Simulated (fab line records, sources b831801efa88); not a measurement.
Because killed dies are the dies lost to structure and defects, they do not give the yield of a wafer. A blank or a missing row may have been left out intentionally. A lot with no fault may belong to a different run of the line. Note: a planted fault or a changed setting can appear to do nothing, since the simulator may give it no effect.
Which tool was responsible? ; flow sky130 ; Sampling: 13 lots, 39 wafers, 3 of 708 route steps

WHAT EACH GAUGE READ, for each wafer
SKY_SONOS_ONO_THK_MEAS_01. Usual: SONOS_ONO_OXIDATION_THK gives 2.62 nm (standard deviation 0.066).
lot;measured;on;SONOS_ONO_OXIDATION_THK (nm);flag
L585;day 11 09:31;film metro-04;2.59 2.53 2.61;
L586;day 11 18:59;film metro-04;2.50 2.54 2.54;
L588;day 12 11:06;film metro-01;2.59 2.59 2.57;
L590;day 13 01:13;film metro-04;2.59 2.54 2.60;
L591;day 13 13:00;film metro-01;2.61 2.54 2.55;
L594;day 14 13:36;film metro-01;2.68 2.72 2.54;
L596;day 15 06:45;film metro-04;2.63 2.56 2.55;
L598;day 15 23:24;film metro-04;2.70 2.66 2.70;
L601;day 16 20:40;film metro-01;2.65 2.74 2.74;
L603;day 17 07:01;film metro-01;2.73 2.68 2.69;
L605;day 18 02:34;film metro-01;2.64 2.62 2.67;
L606;day 18 11:35;film metro-01;2.59 2.60 2.60;
L607;day 18 15:37;film metro-03;2.58 2.58 2.61;

SKY_SONOS_ONO_THK_MEAS_03. Usual: SONOS_ONO_CVD_02_THK gives 10.49 nm (standard deviation 0.16).
lot;measured;on;SONOS_ONO_CVD_02_THK (nm);flag
L585;day 11 11:47;film metro-04;10.56 10.58 10.62;
L586;day 11 20:08;film metro-04;10.74 10.85 10.75;
L588;day 12 12:50;film metro-04;10.33 10.41 10.38;
L590;day 13 04:32;film metro-04;10.38 10.38 10.41;
L591;day 13 15:46;film metro-03;10.44 10.40 10.44;
L594;day 14 14:59;film metro-03;10.35 10.46 10.50;
L596;day 15 07:52;film metro-01;10.47 10.58 10.63;
L598;day 16 01:19;film metro-01;10.36 10.49 10.31;
L601;day 16 22:05;film metro-01;10.37 10.31 10.43;
L603;day 17 08:08;film metro-04;10.39 10.59 10.41;
L605;day 18 04:12;film metro-04;10.84 10.74 10.69;
L606;day 18 14:30;film metro-04;10.62 10.45 10.59;
L607;day 18 18:33;film metro-01;10.32 10.49 10.35;

SKY_GATE_OXIDE_TW_MEAS_14. Usual: GATE_OXIDE_TW gives 227.0 (standard deviation 2.3).
lot;measured;on;GATE_OXIDE_TW;flag
L585;day 13 17:02;film metro-03;226.3 227.2 225.9;
L586;day 14 04:07;film metro-02;229.8 229.9 230.8;
L588;day 14 20:46;film metro-02;230.9 230.1 229.6;
L590;day 15 11:25;film metro-03;225.8 226.4 225.3;
L591;day 16 01:01;film metro-02;231.5 232.3 231.8;
L594;day 17 02:25;film metro-04;225.6 225.3 225.2;
L596;day 17 19:46;film metro-02;231.2 232.2 232.0;
L598;day 18 16:47;film metro-04;225.0 225.1 225.5;
L601;day 19 15:46;film metro-03;227.0 226.3 227.8;
L603;day 20 00:58;film metro-03;227.2 226.6 226.7;
L605;day 20 19:24;film metro-04;225.4 224.4 225.8;
L606;day 21 06:52;film metro-04;225.9 224.8 225.3;
L607;day 21 12:20;film metro-04;224.5 226.2 225.7;

WHAT TOOL EACH LOT RAN ON (gives the tool, then ch and the chambers of the sampled wafers, and finally the start)
Before these readings, the record contains no process step.

AS READ BY THE TOOLS THEMSELVES (means over the sampled wafers that have a number; for cases with no such wafer, the mark the record gives instead)
The record holds no such reading with a usual standard deviation.

THE ANSWER, worked out from the rows above alone
Rule: lot off if the mean of its wafers having a number is beyond 3 standard deviations from the usual mean. Also off: a lot with no number at a reading for which 4 or more lots have one. The other lots that the step has rows for count as sound. Order of review: gauges by route order, followed by the tools' own readings, for which a lot's mean as printed above is used. At the first step where some lot is off, the reading lying furthest off is the one used; lots without a number count as furthest.
Nothing can be told from this: no lot is off at any reading shown.

WHAT THE SIMULATOR HAD INSERTED
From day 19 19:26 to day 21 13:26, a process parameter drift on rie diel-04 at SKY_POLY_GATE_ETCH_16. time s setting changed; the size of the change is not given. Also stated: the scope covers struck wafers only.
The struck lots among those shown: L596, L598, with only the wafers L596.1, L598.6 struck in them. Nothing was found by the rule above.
